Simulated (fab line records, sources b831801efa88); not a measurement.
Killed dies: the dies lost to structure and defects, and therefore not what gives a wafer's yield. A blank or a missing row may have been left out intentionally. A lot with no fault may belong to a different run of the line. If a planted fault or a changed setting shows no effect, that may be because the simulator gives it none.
Comparing a struck lot with a sound one :: flow sky130 :: 15 steps out of a route of 708
Sound: these wafers, L740.3, L740.4, L740.5. Struck: wafers L748.3, L748.4 (left out: L748.1, a lot-mate that was not struck); the cause follows at the end.
Order at every step that has rows: each side's tool, ch and its chambers, its first start. Under that, the readings that differ: sound wafers :: struck wafers :: difference of the means :: sigmas: that difference in standard deviations of wafers without a fault.
alike: readings with means less than 2 such deviations apart, plus words and numbers identical on both sides. not compared: withheld readings, readings lacking a value on some wafer, bounds such as >300 that could conceal the same value, and numbers that have no deviation in the record and whose values overlap.
The two part at a step that has a row with sigmas, a row that says differs or no value, or rows on one side only. Non-overlapping numbers with no deviation appear without sigmas and do not part them. A reading that every wafer of one side lacks parts them only if that side has two wafers or more.

SKY_VIA3_ETCH_14: etches BARC in N2/H2, stops on SiO2, time 45.9 s, target depth 60 nm.
  sound on rie-diel-01 ch 1,2, day 39 17:14; struck on rie-diel-04 ch 1,3, day 42 05:50
  alike: drypump-motor-current-A, n2-flow-sccm, oes-product-au, throttle-valve-pct
  not compared: rf-hours-counter-h
SKY_VIA3_ETCH_15: etches SiO2 in C4F8/O2/Ar, stops on TiN, target depth 507 nm, time 78 s.
  sound on rie-diel-01 ch 1,2, day 39 17:16; struck on rie-diel-04 ch 1,3, day 42 05:52
  alike: oes-product-au
  not compared: rf-hours-counter-h
SKY_VIA3_STRIP_16: strips in O2/N2.
  sound on plasma-asher-04 ch 0,1, day 39 17:22; struck on plasma-asher-01 ch 0,1, day 42 05:56
reading: drypump-motor-current-A (A)
sound: 5.79 5.89 5.92
struck: 5.75 5.28
difference: -0.35
sigmas: -2
  alike: n2-flow-sccm, oes-product-au, strip-time-to-endpoint-s
  not compared: rf-hours-counter-h
then, 5 steps without rows for these wafers: SKY_VIA3_STRIP_17 (strips in post etch residue remover, time 1200 s); SKY_VIA3_CLEAN_18 (cleans in IPA, time 180 s); SKY_VIA3_CLEAN_19 (cleans in O3/DIW); SKY_VIA3_SPUTTER_20 (material TiN, target thk 20 nm, time 80 s); SKY_VIA3_CVD_21 (deposits W, target thk 390 nm, time 117.31 s).
SKY_VIA3_RS_MEAS_22: the measuring method here is four-point-probe.
  struck on film-metro-01, day 42 06:44; sound on film-metro-02, day 39 18:09
  alike: VIA3_W_RS
SKY_VIA3_THK_MEAS_23: measures by xrf.
  struck on film-metro-01, day 42 06:52; sound on film-metro-02, day 39 18:15
  alike: VIA3_W_THK
then, 1 step without rows for these wafers: SKY_VIA3_CMP_24 (polishes, stops on SiO2, t overpolish 20 s, target thk 0 nm).
SKY_METAL4_SPUTTER_00: material Ti, target thk 15 nm, time 10 s.
  struck on pvd-sputter-03, day 42 07:13; sound on pvd-sputter-02, day 39 18:35
  alike: throttle-valve-pct
SKY_METAL4_SPUTTER_01: material TiN, target thk 20 nm, time 16.7 s.
  struck on pvd-sputter-03, day 42 07:14; sound on pvd-sputter-02, day 39 18:37
reading: model.TiN_of_METAL4_SPUTTER_01.thk-nm (nm)
sound: 20.18 20.29 20.27
struck: 26.06 26.35
difference: +5.96
sigmas: 
  alike: throttle-valve-pct
SKY_METAL4_SPUTTER_02: material AlCu, target thk 735 nm, time 39.1 s.
  struck on pvd-sputter-03, day 42 07:16; sound on pvd-sputter-02, day 39 18:38
  alike: throttle-valve-pct
following that, these wafers have no rows for 1 step: SKY_PAD_OPEN_PROBE_99.

== WHERE THEY PART ==
At SKY_VIA3_STRIP_16 and nowhere else, as far as this record goes. Later steps at which nothing parts them and some readings are alike: SKY_VIA3_RS_MEAS_22, SKY_VIA3_THK_MEAS_23, SKY_METAL4_SPUTTER_00, SKY_METAL4_SPUTTER_01, SKY_METAL4_SPUTTER_02.

WHY: whatever the simulator had introduced
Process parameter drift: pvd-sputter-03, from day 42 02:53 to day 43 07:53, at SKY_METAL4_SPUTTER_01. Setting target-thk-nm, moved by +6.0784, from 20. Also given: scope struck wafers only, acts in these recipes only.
